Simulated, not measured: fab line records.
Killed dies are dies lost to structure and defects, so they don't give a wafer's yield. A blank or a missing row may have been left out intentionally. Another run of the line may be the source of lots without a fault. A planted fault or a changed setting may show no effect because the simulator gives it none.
fab line records / flow sky130 / part 2 of 2: steps 32 to 32 of 32
record lots=6 wafers=18 last_day=50
route steps=708 shown CAP2M@604 METAL4@621 PAD_OPEN@708
lots that met no fault: from a run of the same line without faults
start_h: hours from the record's opening day to when the first of the lot's shown wafers began / wait_h: time in hours since the lot's previous step / " unchanged from the row above / L1.1+2: a row that stands for several wafers / - value missing, or start not given / * or withheld: withheld / < > ~ a bound
route shown NAME@n: NAME is a module with steps in the file, n the number in the route of the first one / usual: mean/standard deviation taken from wafers without a fault / same: alike in all rows / chamber/n: place in a boat / sites: each site's reading / _std_site: how widely they spread, as a standard deviation / _edge_site: outer sites' mean less inner sites' / radius_mm: for every site, how far away it sits from the centre of the wafer / mask NAME#n: copy n / behind: the last tool/chamber to shape the wafer / hold: reason for holding the lot/hours on hold/outcome of the hold / device: which transistor (n, p or np) failed to switch / end of line: the same wafers' tests at the end of the route / where a step has no rows: the recipe by itself / killed: at the first sort, the dies lost to defects and structure; wafer yield is something else / map: the dies of a wafer, with x for killed, . for not killed, _ for no die there
set.NAME: setting as actually run; set.NAME@STEP: the setting as run at that earlier step / model.NAME: the simulator's own value behind a step, which no gauge read
lots at some steps of the route; a table a step, a row a wafer
services: the hour from which a tool's chamber was out of use, counted from the record's first day as start_h (under 0 if before that day), plus the number of hours and why
## steps
# step SKY_PAD_OPEN_PROBE_99
# usual defect_limited_yield=82.5/1.9 killed_at_M0_to_M3=44/7.2 killed_at_M4_up=3.1/1.7 killed_at_contacts=25/5.1 killed_at_front_end=14/4.6 killed_at_other=0.3/0.59 killed_dies=86/9.6 killed_open=47/7.4 killed_short=39/6 sort_bin_3_pad_short=0.8/0.4 sort_bin_5_function=10.4/1.5 sort_bin_6_memory=6.2/1.1 sort_n_pass=406/9.6 sort_yield_pct=82.5/1.9
# same gross_dies=492 killed_at_back_side=0 sort_bin_4_leakage[%]=0 sort_bin_8_speed[%]=0
lot.wafer=L427.2 tool=prober-01 chamber=- start_h=1112.65 wait_h=0.1 defect_limited_yield[%]=80.9 killed_at_M0_to_M3=54 killed_at_M4_up=3 killed_at_contacts=24 killed_at_front_end=13 killed_at_other=0 killed_dies=94 killed_open=45 killed_short=49 sort_bin_3_pad_short[%]=1.2 sort_bin_5_function[%]=11.6 sort_bin_6_memory[%]=6.3 sort_n_pass=398 sort_yield_pct[%]=80.9 model.etest.cap_mim2.bv_v=13.67 model.etest.cap_mim2.leak_log10_a_cm2=-9.042
lot.wafer=L427.4 tool=prober-01 chamber=- start_h=1112.75 wait_h=0.2 defect_limited_yield[%]=85.8 killed_at_M0_to_M3=25 killed_at_M4_up=4 killed_at_contacts=23 killed_at_front_end=18 killed_at_other=0 killed_dies=70 killed_open=35 killed_short=35 sort_bin_3_pad_short[%]=1.0 sort_bin_5_function[%]=7.7 sort_bin_6_memory[%]=5.5 sort_n_pass=422 sort_yield_pct[%]=85.8 model.etest.cap_mim2.bv_v=14.08 model.etest.cap_mim2.leak_log10_a_cm2=-8.969
lot.wafer=L427.6 tool=prober-01 chamber=- start_h=1112.85 wait_h=0.2 defect_limited_yield[%]=83.5 killed_at_M0_to_M3=44 killed_at_M4_up=1 killed_at_contacts=24 killed_at_front_end=12 killed_at_other=0 killed_dies=81 killed_open=45 killed_short=36 sort_bin_3_pad_short[%]=0.6 sort_bin_5_function[%]=10.6 sort_bin_6_memory[%]=5.3 sort_n_pass=411 sort_yield_pct[%]=83.5 model.etest.cap_mim2.bv_v=14.23 model.etest.cap_mim2.leak_log10_a_cm2=-8.984
lot.wafer=L428.2 tool=prober-02 chamber=- start_h=1118.00 wait_h=0.1 defect_limited_yield[%]=85.2 killed_at_M0_to_M3=36 killed_at_M4_up=2 killed_at_contacts=26 killed_at_front_end=9 killed_at_other=0 killed_dies=73 killed_open=43 killed_short=30 sort_bin_3_pad_short[%]=0.6 sort_bin_5_function[%]=8.5 sort_bin_6_memory[%]=5.7 sort_n_pass=419 sort_yield_pct[%]=85.2 model.etest.cap_mim2.bv_v=13.3 model.etest.cap_mim2.leak_log10_a_cm2=-8.898
lot.wafer=L428.4 tool=prober-02 chamber=- start_h=1118.10 wait_h=0.2 defect_limited_yield[%]=79.7 killed_at_M0_to_M3=52 killed_at_M4_up=4 killed_at_contacts=28 killed_at_front_end=16 killed_at_other=0 killed_dies=100 killed_open=60 killed_short=40 sort_bin_3_pad_short[%]=1.0 sort_bin_5_function[%]=12.2 sort_bin_6_memory[%]=7.1 sort_n_pass=392 sort_yield_pct[%]=79.7 model.etest.cap_mim2.bv_v=13.75 model.etest.cap_mim2.leak_log10_a_cm2=-8.878
lot.wafer=L428.6 tool=prober-02 chamber=- start_h=1118.20 wait_h=0.2 defect_limited_yield[%]=82.9 killed_at_M0_to_M3=45 killed_at_M4_up=3 killed_at_contacts=22 killed_at_front_end=14 killed_at_other=0 killed_dies=84 killed_open=54 killed_short=30 sort_bin_3_pad_short[%]=1.0 sort_bin_5_function[%]=11.4 sort_bin_6_memory[%]=4.7 sort_n_pass=408 sort_yield_pct[%]=82.9 model.etest.cap_mim2.bv_v=13.57 model.etest.cap_mim2.leak_log10_a_cm2=-8.908
lot.wafer=L438.2 tool=prober-02 chamber=- start_h=1167.76 wait_h=0.1 defect_limited_yield[%]=81.3 killed_at_M0_to_M3=44 killed_at_M4_up=3 killed_at_contacts=31 killed_at_front_end=13 killed_at_other=1 killed_dies=92 killed_open=51 killed_short=41 sort_bin_3_pad_short[%]=0.8 sort_bin_5_function[%]=10.2 sort_bin_6_memory[%]=7.7 sort_n_pass=400 sort_yield_pct[%]=81.3 model.etest.cap_mim2.bv_v=13.06 model.etest.cap_mim2.leak_log10_a_cm2=-8.959
lot.wafer=L438.3 tool=prober-02 chamber=- start_h=1167.81 wait_h=0.2 defect_limited_yield[%]=81.5 killed_at_M0_to_M3=52 killed_at_M4_up=2 killed_at_contacts=19 killed_at_front_end=18 killed_at_other=0 killed_dies=91 killed_open=46 killed_short=45 sort_bin_3_pad_short[%]=1.2 sort_bin_5_function[%]=9.3 sort_bin_6_memory[%]=7.9 sort_n_pass=401 sort_yield_pct[%]=81.5 model.etest.cap_mim2.bv_v=11.49 model.etest.cap_mim2.leak_log10_a_cm2=-8.027
lot.wafer=L438.6 tool=prober-02 chamber=- start_h=1167.96 wait_h=0.2 defect_limited_yield[%]=82.3 killed_at_M0_to_M3=46 killed_at_M4_up=4 killed_at_contacts=22 killed_at_front_end=14 killed_at_other=1 killed_dies=87 killed_open=47 killed_short=40 sort_bin_3_pad_short[%]=1.0 sort_bin_5_function[%]=9.1 sort_bin_6_memory[%]=7.5 sort_n_pass=405 sort_yield_pct[%]=82.3 model.etest.cap_mim2.bv_v=13.93 model.etest.cap_mim2.leak_log10_a_cm2=-8.901
lot.wafer=L440.3 tool=prober-02 chamber=- start_h=1183.10 wait_h=0.2 defect_limited_yield[%]=79.9 killed_at_M0_to_M3=41 killed_at_M4_up=6 killed_at_contacts=34 killed_at_front_end=18 killed_at_other=0 killed_dies=99 killed_open=56 killed_short=43 sort_bin_3_pad_short[%]=0.8 sort_bin_5_function[%]=11.8 sort_bin_6_memory[%]=7.5 sort_n_pass=393 sort_yield_pct[%]=79.9 model.etest.cap_mim2.bv_v=12.1 model.etest.cap_mim2.leak_log10_a_cm2=-8.019
lot.wafer=L440.4 tool=prober-02 chamber=- start_h=1183.15 wait_h=0.2 defect_limited_yield[%]=82.1 killed_at_M0_to_M3=42 killed_at_M4_up=5 killed_at_contacts=26 killed_at_front_end=15 killed_at_other=0 killed_dies=88 killed_open=52 killed_short=36 sort_bin_3_pad_short[%]=0.6 sort_bin_5_function[%]=10.4 sort_bin_6_memory[%]=6.9 sort_n_pass=404 sort_yield_pct[%]=82.1 model.etest.cap_mim2.bv_v=13.86 model.etest.cap_mim2.leak_log10_a_cm2=-9.096
lot.wafer=L440.5 tool=prober-02 chamber=- start_h=1183.20 wait_h=0.2 defect_limited_yield[%]=80.9 killed_at_M0_to_M3=51 killed_at_M4_up=6 killed_at_contacts=22 killed_at_front_end=15 killed_at_other=0 killed_dies=94 killed_open=49 killed_short=45 sort_bin_3_pad_short[%]=0.2 sort_bin_5_function[%]=10.4 sort_bin_6_memory[%]=8.5 sort_n_pass=398 sort_yield_pct[%]=80.9 model.etest.cap_mim2.bv_v=12.53 model.etest.cap_mim2.leak_log10_a_cm2=-8.248
lot.wafer=L441.2 tool=prober-01 chamber=- start_h=1194.20 wait_h=0.1 defect_limited_yield[%]=81.9 killed_at_M0_to_M3=50 killed_at_M4_up=2 killed_at_contacts=22 killed_at_front_end=15 killed_at_other=0 killed_dies=89 killed_open=54 killed_short=35 sort_bin_3_pad_short[%]=1.2 sort_bin_5_function[%]=10.0 sort_bin_6_memory[%]=6.9 sort_n_pass=403 sort_yield_pct[%]=81.9 model.etest.cap_mim2.bv_v=14.02 model.etest.cap_mim2.leak_log10_a_cm2=-9.005
lot.wafer=L441.3 tool=prober-01 chamber=- start_h=1194.25 wait_h=0.2 defect_limited_yield[%]=79.9 killed_at_M0_to_M3=59 killed_at_M4_up=1 killed_at_contacts=30 killed_at_front_end=8 killed_at_other=1 killed_dies=99 killed_open=62 killed_short=37 sort_bin_3_pad_short[%]=1.4 sort_bin_5_function[%]=12.0 sort_bin_6_memory[%]=6.7 sort_n_pass=393 sort_yield_pct[%]=79.9 model.etest.cap_mim2.bv_v=13.59 model.etest.cap_mim2.leak_log10_a_cm2=-8.91
lot.wafer=L441.5 tool=prober-01 chamber=- start_h=1194.35 wait_h=0.2 defect_limited_yield[%]=83.5 killed_at_M0_to_M3=40 killed_at_M4_up=2 killed_at_contacts=25 killed_at_front_end=14 killed_at_other=0 killed_dies=81 killed_open=42 killed_short=39 sort_bin_3_pad_short[%]=0.6 sort_bin_5_function[%]=10.0 sort_bin_6_memory[%]=5.9 sort_n_pass=411 sort_yield_pct[%]=83.5 model.etest.cap_mim2.bv_v=14.17 model.etest.cap_mim2.leak_log10_a_cm2=-8.975
lot.wafer=L442.1 tool=prober-01 chamber=- start_h=1195.96 wait_h=0.1 defect_limited_yield[%]=85.0 killed_at_M0_to_M3=36 killed_at_M4_up=5 killed_at_contacts=25 killed_at_front_end=8 killed_at_other=0 killed_dies=74 killed_open=47 killed_short=27 sort_bin_3_pad_short[%]=0.6 sort_bin_5_function[%]=11.4 sort_bin_6_memory[%]=3.0 sort_n_pass=418 sort_yield_pct[%]=85.0 model.etest.cap_mim2.bv_v=13.6 model.etest.cap_mim2.leak_log10_a_cm2=-8.9
lot.wafer=L442.3 tool=prober-01 chamber=- start_h=1196.06 wait_h=0.2 defect_limited_yield[%]=82.5 killed_at_M0_to_M3=46 killed_at_M4_up=4 killed_at_contacts=28 killed_at_front_end=8 killed_at_other=0 killed_dies=86 killed_open=43 killed_short=43 sort_bin_3_pad_short[%]=0.6 sort_bin_5_function[%]=10.0 sort_bin_6_memory[%]=6.9 sort_n_pass=406 sort_yield_pct[%]=82.5 model.etest.cap_mim2.bv_v=14.07 model.etest.cap_mim2.leak_log10_a_cm2=-9.137
lot.wafer=L442.4 tool=prober-01 chamber=- start_h=1196.11 wait_h=0.2 defect_limited_yield[%]=85.2 killed_at_M0_to_M3=32 killed_at_M4_up=4 killed_at_contacts=28 killed_at_front_end=9 killed_at_other=0 killed_dies=73 killed_open=35 killed_short=38 sort_bin_3_pad_short[%]=1.6 sort_bin_5_function[%]=8.7 sort_bin_6_memory[%]=4.5 sort_n_pass=419 sort_yield_pct[%]=85.2 model.etest.cap_mim2.bv_v=14.4 model.etest.cap_mim2.leak_log10_a_cm2=-9.141
# killed by level:class
L427.2 METAL1:geometric_particle:short=12 VIA3:geometric_particle:open=8 VIA1:geometric_particle:open=8 CONTACT:geometric_particle:open=7 VIA2:geometric_particle:open=6 LI_CONTACT:geometric_particle:short=5 LI_CONTACT:geometric_particle:open=5 CONTACT:geometric_particle:short=5
L427.4 CONTACT:geometric_particle:open=10 FIELD_ISO:geometric_particle:open=6 LI_CONTACT:geometric_particle:short=6 VIA1:geometric_particle:open=6 CONTACT:geometric_particle:short=5 METAL4:geometric_particle:short=4 POLY_GATE:geometric_particle:open=3 POLY_GATE:geometric_particle:short=3
L427.6 METAL2:geometric_particle:short=9 CONTACT:geometric_particle:open=9 METAL1:geometric_particle:short=9 LI_CONTACT:geometric_particle:open=8 VIA1:geometric_particle:open=6 POLY_GATE:geometric_particle:open=4 VIA2:geometric_particle:open=4 LOCAL_INTERCONNECT:geometric_particle:short=4
L428.2 CONTACT:geometric_particle:open=13 VIA1:geometric_particle:open=10 METAL2:geometric_particle:short=10 LI_CONTACT:geometric_particle:open=7 LOCAL_INTERCONNECT:geometric_particle:short=3 METAL1:geometric_particle:short=3 VIA1:geometric_particle:short=3 VIA2:geometric_particle:open=3
L428.4 VIA1:geometric_particle:open=17 CONTACT:geometric_particle:open=12 LI_CONTACT:geometric_particle:open=8 METAL1:geometric_particle:short=8 FIELD_ISO:geometric_particle:open=5 VIA1:geometric_particle:short=5 METAL2:geometric_particle:short=5 SPACER:geometric_particle:short=4
L428.6 VIA1:geometric_particle:open=15 CONTACT:geometric_particle:open=10 VIA3:geometric_particle:open=9 VIA2:geometric_particle:open=7 LI_CONTACT:geometric_particle:open=6 POLY_GATE:geometric_particle:short=5 METAL2:geometric_particle:short=5 FIELD_ISO:geometric_particle:open=4
L438.2 CONTACT:geometric_particle:open=11 LI_CONTACT:geometric_particle:open=9 VIA2:geometric_particle:open=8 CONTACT:geometric_particle:short=6 VIA1:geometric_particle:short=6 METAL2:geometric_particle:short=5 METAL1:geometric_particle:short=5 VIA1:geometric_particle:open=5
L438.3 VIA1:geometric_particle:open=17 CONTACT:geometric_particle:open=11 METAL3:geometric_particle:short=9 METAL2:geometric_particle:short=5 FIELD_ISO:geometric_particle:open=4 POLY_GATE:geometric_particle:short=4 CONTACT:geometric_particle:short=4 VIA1:geometric_particle:short=4
L438.6 VIA1:geometric_particle:open=13 LI_CONTACT:geometric_particle:open=8 VIA2:geometric_particle:open=8 VIA3:geometric_particle:open=6 METAL2:geometric_particle:short=5 VIA3:geometric_particle:short=5 FIELD_ISO:geometric_particle:open=4 CONTACT:geometric_particle:short=4
L440.3 CONTACT:geometric_particle:open=13 VIA1:geometric_particle:open=9 FIELD_ISO:geometric_particle:open=7 LI_CONTACT:geometric_particle:open=7 LOCAL_INTERCONNECT:geometric_particle:short=7 VIA3:geometric_particle:short=6 FIELD_ISO:geometric_particle:short=5 CONTACT:geometric_particle:short=5
L440.4 LI_CONTACT:geometric_particle:open=9 VIA1:geometric_particle:open=7 VIA2:geometric_particle:open=7 FIELD_ISO:geometric_particle:open=6 CONTACT:geometric_particle:short=5 METAL1:geometric_particle:open=5 METAL4:geometric_particle:short=5 METAL1:geometric_particle:short=4
L440.5 CONTACT:geometric_particle:open=13 VIA1:geometric_particle:open=12 VIA3:geometric_particle:open=7 FIELD_ISO:geometric_particle:short=6 METAL2:geometric_particle:short=6 VIA3:geometric_particle:short=6 CONTACT:geometric_particle:short=5 METAL1:geometric_particle:short=5
L441.2 VIA1:geometric_particle:open=19 LI_CONTACT:geometric_particle:open=7 POLY_GATE:geometric_particle:open=6 CONTACT:geometric_particle:open=6 VIA1:geometric_particle:short=6 VIA2:geometric_particle:open=5 LOCAL_INTERCONNECT:geometric_particle:short=4 VIA3:geometric_particle:open=4
L441.3 CONTACT:geometric_particle:open=12 VIA1:geometric_particle:open=10 VIA2:geometric_particle:open=10 LI_CONTACT:geometric_particle:open=9 VIA3:geometric_particle:open=9 METAL2:geometric_particle:short=7 VIA1:geometric_particle:short=4 VIA3:geometric_particle:short=4
L441.5 CONTACT:geometric_particle:open=9 METAL1:geometric_particle:short=7 LI_CONTACT:geometric_particle:open=6 VIA3:geometric_particle:open=6 VIA1:geometric_particle:open=6 VIA2:geometric_particle:open=6 FIELD_ISO:geometric_particle:open=5 VIA1:geometric_particle:short=5
L442.1 LI_CONTACT:geometric_particle:open=13 VIA2:geometric_particle:open=7 VIA1:geometric_particle:open=7 VIA3:geometric_particle:open=6 CONTACT:geometric_particle:open=5 METAL1:geometric_particle:short=4 VIA1:geometric_particle:short=4 POLY_GATE:geometric_particle:short=3
L442.3 VIA2:geometric_particle:open=10 LI_CONTACT:geometric_particle:open=10 VIA1:geometric_particle:open=10 CONTACT:geometric_particle:open=8 VIA1:geometric_particle:short=6 METAL2:geometric_particle:short=6 LI_CONTACT:geometric_particle:short=5 VIA3:geometric_particle:short=5
L442.4 LI_CONTACT:geometric_particle:open=11 VIA1:geometric_particle:open=8 LOCAL_INTERCONNECT:geometric_particle:short=7 METAL1:geometric_particle:short=6 CONTACT:geometric_particle:short=5 VIA2:geometric_particle:open=5 VIA3:geometric_particle:open=4 METAL4:geometric_particle:short=4
## services
tool=rie_metal-04 chamber=0 start_h=953.71 hours=1.1 kind=repair
tool=rie_metal-02 chamber=0 start_h=978.26 hours=2.7 kind=repair
tool=plasma_asher-04 chamber=- start_h=983.76 hours=3.4 kind=repair
tool=rie_diel-03 chamber=- start_h=988.10 hours=2.8 kind=pm
tool=rie_diel-02 chamber=- start_h=1002.18 hours=0.2 kind=repair
tool=rie_metal-02 chamber=- start_h=1002.39 hours=0.5 kind=repair
tool=rie_diel-04 chamber=0 start_h=1005.33 hours=13.8 kind=repair
tool=rie_diel-02 chamber=2 start_h=1014.27 hours=10.3 kind=repair
tool=rie_diel-02 chamber=1 start_h=1015.32 hours=1.2 kind=repair
tool=rie_diel-02 chamber=1 start_h=1022.42 hours=4.0 kind=repair
tool=rie_diel-03 chamber=3 start_h=1029.42 hours=5.6 kind=repair
tool=plasma_asher-02 chamber=- start_h=1035.54 hours=2.2 kind=repair
tool=plasma_asher-03 chamber=- start_h=1055.25 hours=9.0 kind=pm
tool=rie_diel-03 chamber=- start_h=1055.78 hours=2.5 kind=repair
tool=rie_metal-04 chamber=0 start_h=1073.15 hours=3.6 kind=repair
tool=plasma_asher-02 chamber=- start_h=1080.32 hours=8.5 kind=repair
tool=rie_diel-02 chamber=- start_h=1082.38 hours=0.3 kind=repair
tool=plasma_asher-02 chamber=- start_h=1084.11 hours=0.7 kind=repair
tool=pvd_sputter-02 chamber=- start_h=1103.56 hours=3.2 kind=repair
tool=rie_diel-04 chamber=0 start_h=1106.71 hours=5.9 kind=repair
tool=rie_diel-04 chamber=- start_h=1108.06 hours=2.8 kind=pm
tool=rie_diel-03 chamber=- start_h=1109.42 hours=1.2 kind=repair
tool=rie_metal-04 chamber=- start_h=1111.63 hours=2.8 kind=pm
tool=rie_metal-02 chamber=1 start_h=1116.81 hours=1.4 kind=repair
## key
first_sign step=SKY_CAP2M_STRIP_14 reading=strip_time_to_endpoint_s direction=down sigmas=11 usual=* struck=*
effect step=SKY_METAL4_ETCH_17 reading=oes_product_au direction=down sigmas=26 usual=0.755 struck=0.585
model_effect step=SKY_CAP2M_METAL_ETCH_13 value=NOVOLAK_of_CAP2M_COAT_07.thk_nm without=992.4 struck=945.4
model_effect step=SKY_METAL4_ETCH_17 value=etch.depth_nm without=15.63 struck=8.585
model_effect step=SKY_PAD_OPEN_PROBE_99 value=etest.cap_mim2.bv_v without=13.92 struck=12.04
met_at SKY_CAP2M_METAL_ETCH_13
struck_wafers L438.3,L440.3,L440.5
onset_between 1003.62 1064.68
fault kind=process_parameter_drift tool=rie_metal-02 chamber=- onset_h=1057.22 steps=SKY_CAP2M_METAL_ETCH_13 channel=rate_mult offset=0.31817 shape=step end_h=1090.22 scope=struck_wafers_only
